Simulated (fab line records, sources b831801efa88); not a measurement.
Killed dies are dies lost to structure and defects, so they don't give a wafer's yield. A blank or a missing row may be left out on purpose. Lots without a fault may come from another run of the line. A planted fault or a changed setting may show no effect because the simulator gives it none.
Chamber matching | flow sky130 | SKY_FIELD_ISO_ETCH_14 on rie_diel-02: 4 sister chambers
The step etches BARC in N2/H2, stops on SiO2, time 45.9 s, target depth 60 nm. 18 wafers are shown with their chamber, then 9 later ones without.

WAFERS WITH THEIR CHAMBER
wafer  | chamber | rf_fwd_power_W (W) | oes_product_au (a.u.) | throttle_valve_pct (%)
L077.1 | 0       | 497.1              | 0.859                 | 13.218
L077.3 | 3       | 492.8              | 0.861                 | 13.228
L077.4 | 2       | 494.4              | 0.864                 | 13.224
L078.2 | 0       | 498.5              | 0.846                 | 13.228
L078.3 | 3       | 493.8              | 0.857                 | 13.232
L078.5 | 2       | 495.8              | 0.861                 | 13.230
L082.2 | 3       | 492.7              | 0.862                 | 13.213
L082.4 | 1       | 494.6              | 0.854                 | 13.214
L082.6 | 0       | 496.5              | 0.850                 | 13.235
L085.3 | 0       | 497.8              | 0.851                 | 13.217
L085.5 | 1       | 497.1              | 0.854                 | 13.214
L085.6 | 2       | 495.1              | 0.855                 | 13.235
L086.1 | 2       | 496.5              | 0.851                 | 13.215
L086.3 | 1       | 495.2              | 0.850                 | 13.212
L086.5 | 3       | 490.7              | 0.854                 | 13.222
L090.1 | 2       | 496.1              | 0.850                 | 13.222
L090.2 | 3       | 493.0              | 0.864                 | 13.217
L090.6 | 1       | 494.4              | 0.854                 | 13.220

SIGNATURES (means of the wafers above)
reading            | chamber 0 | chamber 1 | chamber 2 | chamber 3 | scatter within a chamber
rf_fwd_power_W     | 497.475   | 495.325   | 495.580   | 492.600   | 1.03
oes_product_au     | 0.85150   | 0.85300   | 0.85620   | 0.85960   | 0.00476
throttle_valve_pct | 13.22450  | 13.21500  | 13.22520  | 13.22240  | 0.00724
Rule: a wafer's distance from a chamber is the root of the sum, over the readings, of the square of ((its reading less the chamber's mean) divided by the reading's scatter). The wafer belongs to the nearest chamber; if the next one is less than 2 further off, it can't be placed. The scatter: the root of (the sum of the squares of (reading less its chamber's mean) over the shown wafers, divided by (wafers less chambers)).

WAFERS WITHOUT THEIR CHAMBER
wafer  | rf_fwd_power_W (W) | oes_product_au (a.u.) | throttle_valve_pct (%)
L093.1 | 494.8              | 0.861                 | 13.218
L093.3 | 497.3              | 0.853                 | 13.221
L093.6 | 496.8              | 0.856                 | 13.217
L095.1 | 496.0              | 0.856                 | 13.230
L095.3 | 492.5              | 0.844                 | 13.230
L095.4 | 496.3              | 0.852                 | 13.235
L096.4 | 496.5              | 0.855                 | 13.206
L096.5 | 496.0              | 0.857                 | 13.232
L096.6 | 495.6              | 0.856                 | 13.220

WHICH CHAMBER EACH WENT THROUGH
wafer  | from the rows above               | in truth
L093.1 | can't be placed: 2 or 1 or 3 or 0 | 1
L093.3 | can't be placed: 0 or 2 or 1      | 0
L093.6 | can't be placed: 0 or 1 or 2      | 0
L095.1 | can't be placed: 2 or 0 or 1      | 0
L095.3 | can't be placed: 3 or 1 or 2 or 0 | 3
L095.4 | can't be placed: 2 or 0 or 1      | 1
L096.4 | can't be placed: 1 or 2 or 0      | 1
L096.5 | can't be placed: 2 or 0 or 1      | 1
L096.6 | can't be placed: 2 or 1 or 0      | 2
Placed correctly: 0 of 9. Can't be placed from these rows: 9 (the true chamber is among the candidates in 9). Placed wrongly: 0.
